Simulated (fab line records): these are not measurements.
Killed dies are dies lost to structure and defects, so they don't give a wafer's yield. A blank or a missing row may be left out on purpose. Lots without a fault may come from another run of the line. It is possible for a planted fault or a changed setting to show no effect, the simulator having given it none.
Check for tools in common	flow gf180mcu	36 wafers sampled across 12 lots

WHAT PROMPTED THE OPENING
3 of 12 lots carry a flag on the reading V1_CVD_02_THK at GF_V1_THK_MEAS_03. Fault-free wafers read 846 nm, with a standard deviation of 13.
Rule: a lot gets a flag if all its wafers with a number sit over 4 standard deviations from that mean, or if no wafer of it has a number. The rest of the lots are taken to be sound.

lot	measured	on	V1_CVD_02_THK (nm), wafer by wafer	flag
L638	day 17 01:28	film-metro-04	851 857 858	
L641	day 18 09:38	film-metro-04	829 855 852	
L642	day 18 23:32	film-metro-03	827 823 834	
L644	day 19 14:47	film-metro-02	836 820 848	
L645	day 20 00:25	film-metro-04	844 850 852	
L646	day 20 10:56	film-metro-02	842 833 840	
L649	day 21 10:27	film-metro-03	816 843 853	
L657	day 24 12:31	film-metro-02	862 847 848	
L658	day 24 13:10	film-metro-04	926 942 946	FLAGGED
L659	day 24 23:20	film-metro-03	927 950 955	FLAGGED
L660	day 25 04:02	film-metro-02	928 919 937	FLAGGED
L661	day 25 16:47	film-metro-02	829 829 853	
On average the flagged lots' numbers are 937 nm, which is +91 nm against the usual, or +7 standard deviations.

EACH LOT AND THE TOOL IT RAN ON
The record keeps 1 process step preceding the reading, out of 602 steps on the route. Each cell gives the tool, then ch followed by the chambers the sampled wafers passed through, then the start.
lot	flag	GF_V1_CVD_02
L638		pecvd-04 ch 1,2, day 17 01:23
L641		pecvd-02 ch 0,1,2, day 18 09:34
L642		pecvd-02 ch 0,1,2, day 18 23:28
L644		pecvd-04 ch 0,1, day 19 14:43
L645		pecvd-01 ch 0,2, day 20 00:19
L646		pecvd-02 ch 0,1,2, day 20 10:52
L649		pecvd-02 ch 0,1,2, day 21 10:22
L657		pecvd-04 ch 0,1,2, day 24 12:26
L658	FLAGGED	pecvd-02 ch 0,1, day 24 13:04
L659	FLAGGED	pecvd-02 ch 1,2, day 24 23:14
L660	FLAGGED	pecvd-02 ch 0,1,2, day 25 03:58
L661		pecvd-01 ch 1,2, day 25 16:43
What the steps here do:
- GF_V1_CVD_02: deposits SiO2 from TEOS, target thk 850 nm, time 94.851 s.
- GF_V1_THK_MEAS_03

FLAGGED AGAINST TOTAL, ONE TOOL AT A TIME (gauges that did the reading follow at the end)
step	tool	lots run	flagged	share of the flagged lots	sound lots run after its first flagged lot
GF_V1_CVD_02	pecvd-01	2	0	none	-
GF_V1_CVD_02	pecvd-02	7	3	all	0
GF_V1_CVD_02	pecvd-04	3	0	none	-
GF_V1_THK_MEAS_03	film-metro-02	5	1	some	1 (L661)
GF_V1_THK_MEAS_03	film-metro-03	3	1	some	0
GF_V1_THK_MEAS_03	film-metro-04	4	1	some	0

WHAT THE TABLE PERMITS
1 row of the table ran every flagged lot: pecvd-02 at GF_V1_CVD_02.
- pecvd-02 at GF_V1_CVD_02: 3 of its 7 lots flagged. A fault beginning between L649 (day 21 10:22), its last sound lot, and L658 (day 24 13:04), its first flagged one, fits the data. Its own readings (rf-fwd-power-W) fall more than 4 standard deviations out on all wafers of the flagged lots.
pecvd-02 at GF_V1_CVD_02 is the single tool remaining.

WHAT THE SIMULATOR HAD PUT IN
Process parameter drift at GF_V1_CVD_02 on pecvd-02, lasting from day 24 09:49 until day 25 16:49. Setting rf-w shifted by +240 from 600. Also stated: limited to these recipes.
Lots struck among those shown: L658, L659, L660. This agrees with what the rule above found.
